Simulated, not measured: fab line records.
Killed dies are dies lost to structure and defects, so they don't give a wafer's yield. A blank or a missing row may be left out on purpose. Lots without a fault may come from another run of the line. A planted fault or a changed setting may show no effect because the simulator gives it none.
Which tool is to blame? :: flow sky130 :: 11 lots with 33 wafers sampled at 3 steps, on a route of 708 steps

## WHAT THE GAUGES READ, wafer by wafer
SKY_SONOS_ONO_THK_MEAS_05.
lot: L645
measured: day 11 02:49
on: film-metro-03
SONOS_ONO_CVD_04_THK (nm): 5.69 5.78 5.69

lot: L646
measured: day 12 02:41
on: film-metro-04
SONOS_ONO_CVD_04_THK (nm): 5.83 5.86 5.86

lot: L647
measured: day 12 03:56
on: film-metro-01
SONOS_ONO_CVD_04_THK (nm): 5.70 5.63 5.69

lot: L651
measured: day 14 00:43
on: film-metro-04
SONOS_ONO_CVD_04_THK (nm): 5.80 5.81 5.76

lot: L654
measured: day 14 17:04
on: film-metro-01
SONOS_ONO_CVD_04_THK (nm): 5.68 5.66 5.67

lot: L656
measured: day 15 01:52
on: film-metro-04
SONOS_ONO_CVD_04_THK (nm): 8.01 8.16 8.19

lot: L655
measured: day 15 03:07
on: film-metro-01
SONOS_ONO_CVD_04_THK (nm): 8.01 7.94 7.86

lot: L657
measured: day 15 12:02
on: film-metro-01
SONOS_ONO_CVD_04_THK (nm): 8.18 8.12 8.06

lot: L666
measured: day 19 06:14
on: film-metro-03
SONOS_ONO_CVD_04_THK (nm): 5.56 5.70 5.49

lot: L668
measured: day 19 12:38
on: film-metro-03
SONOS_ONO_CVD_04_THK (nm): 5.78 5.81 5.85

lot: L667
measured: day 19 14:30
on: film-metro-04
SONOS_ONO_CVD_04_THK (nm): 5.69 5.68 5.65

## EACH LOT AND THE TOOL THAT RAN IT (in order: tool; ch and the chambers of the sampled wafers; start)
lot: L645
SKY_NWELL_STRIP_14: plasma-asher-03 ch 0,1, day 4 08:21
SKY_SONOS_ONO_CVD_04: lpcvd-03 ch 1, day 11 01:34

lot: L646
SKY_NWELL_STRIP_14: plasma-asher-02 ch 0,1, day 4 20:04
SKY_SONOS_ONO_CVD_04: lpcvd-03 ch 1, day 12 01:26

lot: L647
SKY_NWELL_STRIP_14: plasma-asher-04 ch 0,1, day 5 01:31
SKY_SONOS_ONO_CVD_04: lpcvd-03 ch 0, day 12 02:41

lot: L651
SKY_NWELL_STRIP_14: plasma-asher-02 ch 0,1, day 6 09:03
SKY_SONOS_ONO_CVD_04: lpcvd-03 ch 0, day 13 23:28

lot: L654
SKY_NWELL_STRIP_14: plasma-asher-03 ch 0,1, day 6 21:15
SKY_SONOS_ONO_CVD_04: lpcvd-03 ch 1, day 14 15:47

lot: L656
SKY_NWELL_STRIP_14: plasma-asher-04 ch 0,1, day 7 05:13
SKY_SONOS_ONO_CVD_04: lpcvd-03 ch 0, day 15 00:37

lot: L655
SKY_NWELL_STRIP_14: plasma-asher-03 ch 0,1, day 7 06:15
SKY_SONOS_ONO_CVD_04: lpcvd-03 ch 0, day 15 01:52

lot: L657
SKY_NWELL_STRIP_14: plasma-asher-04 ch 0,1, day 7 12:28
SKY_SONOS_ONO_CVD_04: lpcvd-03 ch 0, day 15 10:47

lot: L666
SKY_NWELL_STRIP_14: plasma-asher-02 ch 0,1, day 10 04:49
SKY_SONOS_ONO_CVD_04: lpcvd-03 ch 0, day 19 04:22

lot: L668
SKY_NWELL_STRIP_14: plasma-asher-02 ch 0, day 10 08:34
SKY_SONOS_ONO_CVD_04: lpcvd-03 ch 0, day 19 10:45

lot: L667
SKY_NWELL_STRIP_14: plasma-asher-02 ch 0,1, day 10 09:43
SKY_SONOS_ONO_CVD_04: lpcvd-03 ch 0, day 19 12:38
- SKY_NWELL_STRIP_14: strips in O2/N2.
- SKY_SONOS_ONO_CVD_04: deposits SiO2 from SiH4/N2O, target thk 5.7199 nm.

## WHAT THE TOOLS THEMSELVES READ (means of the sampled wafers that have a number; where no wafer has one, the mark that the record gives instead)
SKY_NWELL_STRIP_14.
lot: L645
tool: plasma-asher-03
drypump-motor-current-A (A): 5.6
oes-product-au (a.u.): 0.725
strip-time-to-endpoint-s (s): 36.97

lot: L646
tool: plasma-asher-02
drypump-motor-current-A (A): 5.2
oes-product-au (a.u.): 0.720
strip-time-to-endpoint-s (s): 37.03

lot: L647
tool: plasma-asher-04
drypump-motor-current-A (A): 6.1
oes-product-au (a.u.): 0.723
strip-time-to-endpoint-s (s): 36.98

lot: L651
tool: plasma-asher-02
drypump-motor-current-A (A): 5.2
oes-product-au (a.u.): 0.723
strip-time-to-endpoint-s (s): 36.92

lot: L654
tool: plasma-asher-03
drypump-motor-current-A (A): 5.6
oes-product-au (a.u.): 0.722
strip-time-to-endpoint-s (s): 36.70

lot: L656
tool: plasma-asher-04
drypump-motor-current-A (A): 6.0
oes-product-au (a.u.): 0.718
strip-time-to-endpoint-s (s): 36.96

lot: L655
tool: plasma-asher-03
drypump-motor-current-A (A): 5.7
oes-product-au (a.u.): 0.724
strip-time-to-endpoint-s (s): 36.92

lot: L657
tool: plasma-asher-04
drypump-motor-current-A (A): 6.0
oes-product-au (a.u.): 0.725
strip-time-to-endpoint-s (s): 37.04

lot: L666
tool: plasma-asher-02
drypump-motor-current-A (A): 5.2
oes-product-au (a.u.): 0.721
strip-time-to-endpoint-s (s): 36.87

lot: L668
tool: plasma-asher-02
drypump-motor-current-A (A): 5.0
oes-product-au (a.u.): 0.726
strip-time-to-endpoint-s (s): 36.85

lot: L667
tool: plasma-asher-02
drypump-motor-current-A (A): 5.4
oes-product-au (a.u.): 0.724
strip-time-to-endpoint-s (s): 36.85

SKY_SONOS_ONO_CVD_04.
lot: L645
tool: lpcvd-03
zone-power-bottom-pct (%): 28.3

lot: L646
tool: lpcvd-03
zone-power-bottom-pct (%): 28.3

lot: L647
tool: lpcvd-03
zone-power-bottom-pct (%): 29.9

lot: L651
tool: lpcvd-03
zone-power-bottom-pct (%): 29.9

lot: L654
tool: lpcvd-03
zone-power-bottom-pct (%): 28.2

lot: L656
tool: lpcvd-03
zone-power-bottom-pct (%): 29.7

lot: L655
tool: lpcvd-03
zone-power-bottom-pct (%): 29.6

lot: L657
tool: lpcvd-03
zone-power-bottom-pct (%): 29.6

lot: L666
tool: lpcvd-03
zone-power-bottom-pct (%): 29.8

lot: L668
tool: lpcvd-03
zone-power-bottom-pct (%): 30.0

lot: L667
tool: lpcvd-03
zone-power-bottom-pct (%): 30.2

## THE ANSWER, worked out from the rows above alone
Rule: the usual values come from the lots themselves. The widest of any qualifying gaps counts: lots, ordered by their means at a reading, are off when they make up no more than a third of the lots, leave a main group of 4 or more, and stand apart from it by 3 or more times the standard deviation of that group's means. If all means in a main group match to the digits the tables above print for the reading, that group is not used. Also off: a lot with no number at a reading for which 4 or more lots have one. Any other lot the step has rows for is counted as sound. First the gauges in route order, then the tools' own readings, where a lot's mean is used as printed above. At the first step where some lot is off, the reading lying furthest off is the one used; lots without a number count as furthest.
Off: L656, L655, L657, seen at SKY_SONOS_ONO_THK_MEAS_05 (SONOS_ONO_CVD_04_THK). For the main group the mean is 5.72 nm and the standard deviation 0.084.
If a tool, at a process step before that reading, ran all the lots that are off and no sound lot after the first of them, it fits. The gauges at SKY_SONOS_ONO_THK_MEAS_05 are tried like those tools. None of those tried fits.

## WHAT HAD BEEN PUT IN BY THE SIMULATOR
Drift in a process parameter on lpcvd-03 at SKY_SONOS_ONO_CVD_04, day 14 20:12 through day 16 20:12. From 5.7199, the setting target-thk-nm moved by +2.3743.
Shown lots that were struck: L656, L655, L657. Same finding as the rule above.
